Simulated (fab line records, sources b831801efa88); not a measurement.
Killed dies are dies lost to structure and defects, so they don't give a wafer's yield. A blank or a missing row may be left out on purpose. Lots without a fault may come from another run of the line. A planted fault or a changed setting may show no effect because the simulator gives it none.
A struck lot beside a sound one | flow gf180mcu | 14 steps out of a route of 602
Sound: wafers L748.2, L748.3, L748.5. Struck: wafers L765.1, L765.4, L765.6. The cause comes at the end.
At each step with rows: each side's tool, then ch and its chambers, then its first start. Under that, the readings that differ: sound wafers | struck wafers | difference of the means | sigmas: that difference in standard deviations of wafers without a fault.
alike: readings whose means differ by less than 2 such deviations, and words and numbers that are the same on both sides. not compared: withheld readings, readings that some wafer has no value for, bounds like >300 that may hide the same value, and numbers for which the record gives no deviation and whose values overlap.
The two part at a step that has a row with sigmas, a row that says differs or no value, or rows on one side only. Numbers that don't overlap but have no deviation are shown without sigmas and don't part them. A reading that every wafer of one side lacks parts them only if that side has two wafers or more.

first, 2 steps without rows for these wafers: GF_V4_STRIP_19 (strips in post etch residue remover, time 1200 s); GF_V4_CLEAN_20 (cleans in DIW).
GF_V4_SPUTTER_21: material Ti, target thk 15 nm, time 80.02 s.
  sound on pvd_sputter-04, day 24 05:24; struck on pvd_sputter-01, day 29 23:17
  alike: cathode_dc_power_W, chamber_pressure_pa, throttle_valve_pct
then, 1 step without rows for these wafers: GF_V4_SPUTTER_22 (material TiN, target thk 10 nm, time 40 s).
GF_V4_CVD_23: deposits W, target thk 350 nm, time 104.9 s.
  sound on cvd_w-01 ch 0,1, day 24 05:30; struck on cvd_w-01 ch 0,1, day 29 23:23
  alike: heater_power_w
GF_V4_RS_MEAS_24: measures by four-point-probe.
  sound on film_metro-04, day 24 05:38; struck on film_metro-03, day 29 23:31
  alike: V4_W_RS
GF_V4_THK_MEAS_25: measures by xrf.
  sound on film_metro-04, day 24 05:44; struck on film_metro-03, day 29 23:38
  alike: V4_W_THK
then, 1 step without rows for these wafers: GF_V4_CMP_26 (polishes, stops on SiO2, t overpolish 15 s, target thk 0 nm).
GF_MIM_SPUTTER_00: material Ti, target thk 37.5 nm, time 150 s.
  sound on pvd_sputter-03, day 24 06:05; struck on pvd_sputter-03, day 30 00:08
  alike: cathode_dc_power_W, chamber_pressure_pa, throttle_valve_pct
then, 1 step without rows for these wafers: GF_MIM_SPUTTER_01 (material TiN, target thk 30 nm, time 25 s).
GF_MIM_SPUTTER_02: material AlCu, target thk 450 nm, time 23.9 s.
  sound on pvd_sputter-03, day 24 06:13; struck on pvd_sputter-03, day 30 00:16
  alike: cathode_dc_power_W, chamber_pressure_pa, throttle_valve_pct
then, 1 step without rows for these wafers: GF_MIM_SPUTTER_03 (material Ti, target thk 10 nm, time 6.7 s).
GF_MIM_SPUTTER_04: material TiN, target thk 50 nm, time 41.7 s.
  sound on pvd_sputter-03, day 24 06:16; struck on pvd_sputter-03, day 30 00:19
  no value came back on the struck wafers for cathode_dc_power_W (W), chamber_pressure_pa (Pa), throttle_valve_pct (%); on the sound wafers cathode_dc_power_W (W) reads 6498.7 6500.2 6500.9
GF_MIM_CVD_05: deposits Si3N4, target thk 42 nm, time 29.086 s.
  sound on pecvd-01 ch 1,2, day 24 06:19; struck on pecvd-02 ch 0,2, day 30 00:22
  alike: heater_power_w

WHERE THEY PART
Only at GF_MIM_SPUTTER_04, within this record. Later steps at which nothing parts them and some readings are alike: GF_MIM_CVD_05.

WHY: what the simulator had put in
Skipped step whole: pvd_sputter-03, from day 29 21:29 on, at GF_MIM_SPUTTER_04. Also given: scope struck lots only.
